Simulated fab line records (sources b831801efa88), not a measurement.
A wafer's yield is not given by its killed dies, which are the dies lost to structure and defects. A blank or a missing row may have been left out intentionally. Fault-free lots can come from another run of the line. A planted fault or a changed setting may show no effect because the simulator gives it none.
2 desks, one fault ; flow gf180mcu ; each desk holds nothing but its own numbers, with what lay behind them at the end

FROM THE METROLOGY DESK
What the gauges read for every lot (on any tool): the sampled wafers with a number, averaged. Marked OUT: a lot whose mean sits more than 4 standard deviations from the usual mean, which makes it out of limits; the brackets give that distance.
Columns: A = STI_CVD_03_THK at GF_STI_THK_MEAS_04, usual 207.2 nm; B = cdNm at GF_STI_CD_MEAS_12, usual 219.6 nm; C = DUAL_GATE_OXIDATION_00_THK at GF_DUAL_GATE_THK_MEAS_03, usual 10.83 nm
lot;first seen here;A;B;C
L645;day 1 15:51;209.6;220.1;11.06
L646;day 1 18:35;206.0;220.0;10.87
L648;day 2 04:35;208.4;218.4;11.09
L650;day 2 14:56;206.4;219.7;10.69
L652;day 3 01:00;207.0;219.6;10.49
L653;day 3 05:35;207.3;220.0;10.80
L659;day 4 11:54;174.0 (-15) OUT;218.6;10.46
L661;day 4 21:41;207.1;220.9;10.46
L662;day 5 02:34;206.6;216.7;10.81
L664;day 5 13:02;203.7;220.4;10.88
L666;day 5 22:34;209.3;218.8;10.90
Finding of this desk: L659 out of limits, first seen on L659 at day 4 11:54 (STI_CVD_03_THK at GF_STI_THK_MEAS_04). L645, L646, L648, L650, L652, L653, L661, L662, L664, L666: within limits.

TOOL OWNER'S DESK, lpcvd-01
The tool's own readings at GF_STI_CVD_03 (deposits Si3N4 from DCS/NH3, target thk 207.16 nm, time 3551 s): means of the sampled wafers that have a number, for each lot that ran on this tool. Marked OUT: a lot whose mean sits more than 4 standard deviations from the usual mean, which makes it out of limits; the brackets give that distance.
Columns: A = pressureMtorr at GF_STI_CVD_03, usual 250.0 mTorr; B = spikeTcUpperC at GF_STI_CVD_03, usual 770.8 C; C = susceptorTempC at GF_STI_CVD_03, usual 770.0 C; D = zonePowerBottomPct at GF_STI_CVD_03, usual 19.4 %; E = zonePowerCentrePct at GF_STI_CVD_03, usual 12.7 %; F = zonePowerLowerPct at GF_STI_CVD_03, usual 13.8 %
lot;first seen here;A;B;C;D;E;F
L646;day 1 16:36;250.1;769.8;770.0;19.7;14.5;13.1
L648;day 2 02:34;249.9;770.7;770.3;19.1;11.5;15.2
L652;day 2 23:01;250.7;772.0;770.1;19.7;14.5;13.0
L653;day 3 03:34;250.4;771.5;770.0;19.9;14.4;13.1
L659;day 4 09:55;249.9;771.3;-;19.1;11.4;15.3
L661;day 4 19:43;250.3;771.2;769.9;19.8;14.4;13.1
L662;day 5 00:34;250.2;770.2;770.1;19.8;14.4;13.1
L664;day 5 11:03;249.6;771.0;770.0;19.7;14.5;13.0
Finding of this desk: none of the 8 lots has anything out of limits.

BROUGHT TOGETHER
At day 4 11:54 the metrology desk could have sounded an alarm, on L659.
The desk of the tool owner found nothing out of limits.
On record at the tool owner's desk: L659, within its limits.
Of the lots named, all ran GF_STI_CVD_03 on lpcvd-01.

WHAT THE SIMULATOR HAD PUT IN
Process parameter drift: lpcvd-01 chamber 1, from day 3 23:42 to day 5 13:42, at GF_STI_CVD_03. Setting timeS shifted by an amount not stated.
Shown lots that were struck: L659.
Hours from the fault's start to each desk's first reading out of limits: the metrology desk, 12.
